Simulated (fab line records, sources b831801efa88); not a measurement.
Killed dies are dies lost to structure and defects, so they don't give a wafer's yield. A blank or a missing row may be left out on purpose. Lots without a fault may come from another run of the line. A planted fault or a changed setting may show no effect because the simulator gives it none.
Chamber matching | flow gf180mcu | GF_V4_ETCH_16 on rie_diel-01: 4 sister chambers
The step etches BARC in N2/H2. 4 wafers are shown with their chamber, then 7 later ones without.

WAFERS WITH THEIR CHAMBER
wafer  | chamber | drypump_motor_current_A (A)
L770.6 | 0       | 5.4
L773.1 | 3       | 5.7
L775.1 | 1       | 5.8
L775.3 | 2       | 5.6

WAFERS WITHOUT THEIR CHAMBER
wafer  | drypump_motor_current_A (A)
L775.5 | 5.7
L782.1 | 5.3
L782.2 | 5.6
L782.6 | 5.3
L784.3 | 5.7
L784.4 | 5.3
L784.5 | 5.7

WHICH CHAMBER EACH WENT THROUGH
wafer  | from the rows above          | in truth
L775.5 | can't be placed: 3 or 1 or 2 | 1
L782.1 | 0                            | 0
L782.2 | can't be placed: 2 or 3      | 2
L782.6 | 0                            | 0
L784.3 | can't be placed: 3 or 1 or 2 | 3
L784.4 | 0                            | 0
L784.5 | can't be placed: 3 or 1 or 2 | 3
Placed correctly: 3 of 7. Can't be placed from these rows: 4 (the true chamber is among the candidates in 4). Placed wrongly: 0.
How it was worked out, from the rows above alone: a wafer's distance from a chamber is the root of the sum, over the readings, of the square of ((its reading less the chamber's mean) divided by the reading's scatter). The wafer belongs to the nearest chamber; if the next one is less than 2 further off, it can't be placed. A chamber's mean is the mean of its shown wafers. The scatter: with one shown wafer a chamber, the root of the mean of the squares of how far each hidden wafer lies from its nearest shown one.
